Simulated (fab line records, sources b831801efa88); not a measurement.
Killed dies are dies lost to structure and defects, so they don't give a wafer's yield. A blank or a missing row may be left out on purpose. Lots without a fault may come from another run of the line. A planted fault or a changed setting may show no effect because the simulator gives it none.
Chamber matching | flow sky130 | SKY_SONOS_TUNNEL_WET_ETCH_10 on wet_bench-04: 4 sister chambers
The step etches SiO2 in dHF, target depth 14 nm, time 280 s. 14 wafers are shown with their chamber, then 7 later ones without.

WAFERS WITH THEIR CHAMBER
wafer  | chamber | run_length_s (s)
L718.3 | 3       | 306
L718.4 | 3       | 306
L718.6 | 3       | 306
L719.2 | 0       | 307
L719.3 | 0       | 307
L719.6 | 0       | 307
L720.1 | 1       | 305
L720.4 | 1       | 305
L720.6 | 1       | 305
L730.2 | 0       | 308
L730.3 | 0       | 308
L730.5 | 0       | 308
L731.2 | 2       | 306
L731.4 | 2       | 306

SIGNATURES (means of the wafers above)
reading      | chamber 0 | chamber 1 | chamber 2 | chamber 3 | scatter within a chamber
run_length_s | 307.50    | 305.00    | 306.00    | 306.00    | 0.387
Rule: a wafer's distance from a chamber is the root of the sum, over the readings, of the square of ((its reading less the chamber's mean) divided by the reading's scatter). The wafer belongs to the nearest chamber; if the next one is less than 2 further off, it can't be placed. The scatter: the root of (the sum of the squares of (reading less its chamber's mean) over the shown wafers, divided by (wafers less chambers)).

WAFERS WITHOUT THEIR CHAMBER
wafer  | run_length_s (s)
L731.6 | 306
L734.1 | 307
L734.4 | 307
L734.6 | 307
L736.3 | 312
L736.4 | 312
L736.5 | 312

WHICH CHAMBER EACH WENT THROUGH
wafer  | from the rows above          | in truth
L731.6 | can't be placed: 2 or 3      | 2
L734.1 | can't be placed: 0 or 2 or 3 | 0
L734.4 | can't be placed: 0 or 2 or 3 | 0
L734.6 | can't be placed: 0 or 2 or 3 | 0
L736.3 | 0                            | 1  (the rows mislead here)
L736.4 | 0                            | 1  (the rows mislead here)
L736.5 | 0                            | 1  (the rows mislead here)
Placed correctly: 0 of 7. Can't be placed from these rows: 4 (the true chamber is among the candidates in 4). Placed wrongly: 3.
